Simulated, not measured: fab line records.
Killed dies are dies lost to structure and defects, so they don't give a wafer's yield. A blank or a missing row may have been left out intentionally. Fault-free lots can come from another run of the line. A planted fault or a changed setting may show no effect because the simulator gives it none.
Which tool did it? -- flow sky130 -- Sampling: 13 lots, 39 wafers, 4 of 708 route steps

WHAT THE GAUGES READ, wafer by wafer
SKY_FIELD_ISO_BOW_MEAS_00.
lot,measured,on,INCOMING_BOW (um)
L619,day 1 10:00,filmMetro-01,5 0 -4
L621,day 1 20:01,filmMetro-04,-9 -7 2
L624,day 2 11:00,filmMetro-04,0 3 12
L625,day 2 16:01,filmMetro-01,2 0 -5
L626,day 2 21:01,filmMetro-02,1 2 12
L627,day 3 02:01,filmMetro-02,10 -5 7
L628,day 3 07:04,filmMetro-04,-2 -10 -3
L629,day 3 12:00,filmMetro-01,3 -5 -4
L631,day 3 22:02,filmMetro-04,6 -6 7
L633,day 4 08:04,filmMetro-04,-9 5 -2
L634,day 4 13:00,filmMetro-02,2 4 -14
L639,day 5 14:00,filmMetro-02,2 -4 -2
L642,day 6 05:00,filmMetro-02,1 -1 0

SKY_FIELD_ISO_CD_MEAS_13: target cd 150 nm.
lot,measured,on,cdNm (nm)
L619,day 2 07:04,cdSem-01,152.5 153.5 153.6
L621,day 2 15:02,cdSem-02,149.7 149.6 148.6
L624,day 3 07:22,cdSem-02,149.8 147.4 149.4
L625,day 3 12:56,cdSem-01,152.0 152.5 151.2
L626,day 3 17:50,cdSem-02,147.8 145.6 146.2
L627,day 3 22:17,cdSem-02,148.8 147.9 148.7
L628,day 4 03:50,cdSem-01,152.2 150.6 151.5
L629,day 4 09:51,cdSem-02,152.6 152.3 153.5
L631,day 4 19:00,cdSem-01,148.6 147.1 149.2
L633,day 5 04:44,cdSem-02,150.1 150.4 150.6
L634,day 5 18:01,cdSem-02,149.4 150.4 149.9
L639,day 6 15:06,cdSem-01,149.8 149.1 148.9
L642,day 7 03:42,cdSem-01,150.7 149.6 149.8

SKY_VT_ADJUST_HVTR_OVL_MEAS_08.
lot,measured,on,VT_ADJUST_HVTR_OVL (nm)
L619,day 9 07:46,overlay-01,0.9 0.0 2.3
L621,day 10 00:01,overlay-02,3.9 2.6 4.1
L624,day 10 18:40,overlay-02,1.3 -0.8 -0.3
L625,day 11 06:51,overlay-01,-1.5 0.5 -1.7
L626,day 11 11:15,overlay-02,0.8 -0.9 1.0
L627,day 12 06:33,overlay-01,1.4 1.1 2.4
L628,day 13 01:26,overlay-02,-0.2 1.1 0.6
L629,day 13 02:23,overlay-01,1.7 0.8 -0.7
L631,day 13 18:58,overlay-02,0.5 0.4 -0.3
L633,day 14 01:14,overlay-02,2.5 0.6 0.5
L634,day 14 10:49,overlay-01,2.5 1.7 1.1
L639,day 15 17:52,overlay-02,2.9 3.3 1.9
L642,day 16 10:11,overlay-02,2.6 -0.9 1.7

EACH LOT AND THE TOOL THAT RAN IT (in order: tool; ch and the chambers of the sampled wafers; start)
lot,SKY_FIELD_ISO_ETCH_17
L619,"rieSi-01 ch 1,3, day 2 07:23"
L621,"rieSi-01 ch 0,1,2, day 2 15:20"
L624,"rieSi-01 ch 0,1, day 3 07:41"
L625,"rieSi-02 ch 0,2,3, day 3 13:14"
L626,"rieSi-01 ch 0,1, day 3 18:08"
L627,"rieSi-02 ch 0,1,2, day 3 22:35"
L628,"rieSi-01 ch 0,1, day 4 04:05"
L629,"rieSi-02 ch 1,2, day 4 10:10"
L631,"rieSi-02 ch 2,3, day 4 19:17"
L633,"rieSi-01 ch 0,1,2, day 5 04:59"
L634,"rieSi-01 ch 0,2,3, day 5 18:20"
L639,"rieSi-02 ch 0,2, day 6 15:25"
L642,"rieSi-01 ch 0,1,3, day 7 04:01"
- SKY_FIELD_ISO_ETCH_17: etches Si in HBr/Cl2/O2, target depth 342 nm, time 97.7 s.

AS READ BY THE TOOLS THEMSELVES (means over the sampled wafers that have a number; for cases with no such wafer, the mark the record gives instead)
SKY_FIELD_ISO_ETCH_17.
lot,tool,drypumpMotorCurrentA (A),oesProductAu (a.u.),rfFwdPowerW (W),throttleValvePct (%)
L619,rieSi-01,5.6,1.007,594.5,25.647
L621,rieSi-01,5.9,1.001,594.6,25.664
L624,rieSi-01,6.0,1.003,596.7,25.656
L625,rieSi-02,6.0,0.995,595.9,25.655
L626,rieSi-01,6.0,0.998,594.8,25.658
L627,rieSi-02,6.0,1.002,595.6,25.657
L628,rieSi-01,6.0,0.986,596.3,25.669
L629,rieSi-02,6.3,1.001,594.2,25.655
L631,rieSi-02,5.8,0.995,594.9,25.668
L633,rieSi-01,5.9,1.001,596.1,25.650
L634,rieSi-01,5.9,0.998,594.7,25.665
L639,rieSi-02,6.1,0.996,594.1,25.667
L642,rieSi-01,5.9,1.042,596.6,25.628

THE ANSWER, worked out from the rows above alone
Rule: what is usual is taken from the lots themselves. Put in order of their means at a reading, lots are off if they are a third of the lots or fewer, leave a main group of 4 or more, and stand apart from it by a gap of 3 or more times the standard deviation of the main group's means; of several such gaps the widest counts. A main group is skipped when, at the precision printed for the reading in the tables above, its means are all equal. A lot without any number at a reading at which 4 lots or more have one is off too. Where the step has rows for the other lots, those lots are counted as sound. The gauges are gone through in route order, then the tools' own readings, and for those a lot's mean is taken as printed above. The first step at which some lot is off is used, and at that step the reading that is off furthest; a lot without a number counts as furthest.
Off, at SKY_FIELD_ISO_ETCH_17 on oesProductAu: L642. The main group has a mean of 0.999 a.u. with a standard deviation of 0.0051.
If a tool, at that step or one of the process steps before it, ran each lot that is off and ran no sound lot following the first of them, it fits. One fits: rieSi-01 at SKY_FIELD_ISO_ETCH_17. Its last sound lot is L634 (day 5 18:20), its first lot that is off L642 (day 7 04:01): a fault that began between those two fits.
On the lots that are off, the tool's own readings at SKY_FIELD_ISO_ETCH_17 differ by more than 5 times the standard deviation of the sound lots' means, which bears it out; oesProductAu reads 1.042 a.u. there versus 0.999 a.u. on the sound lots.

WHAT WAS PUT IN BY THE SIMULATOR
rieSi-01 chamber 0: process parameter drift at SKY_FIELD_ISO_ETCH_17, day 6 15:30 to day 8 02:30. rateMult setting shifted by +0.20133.
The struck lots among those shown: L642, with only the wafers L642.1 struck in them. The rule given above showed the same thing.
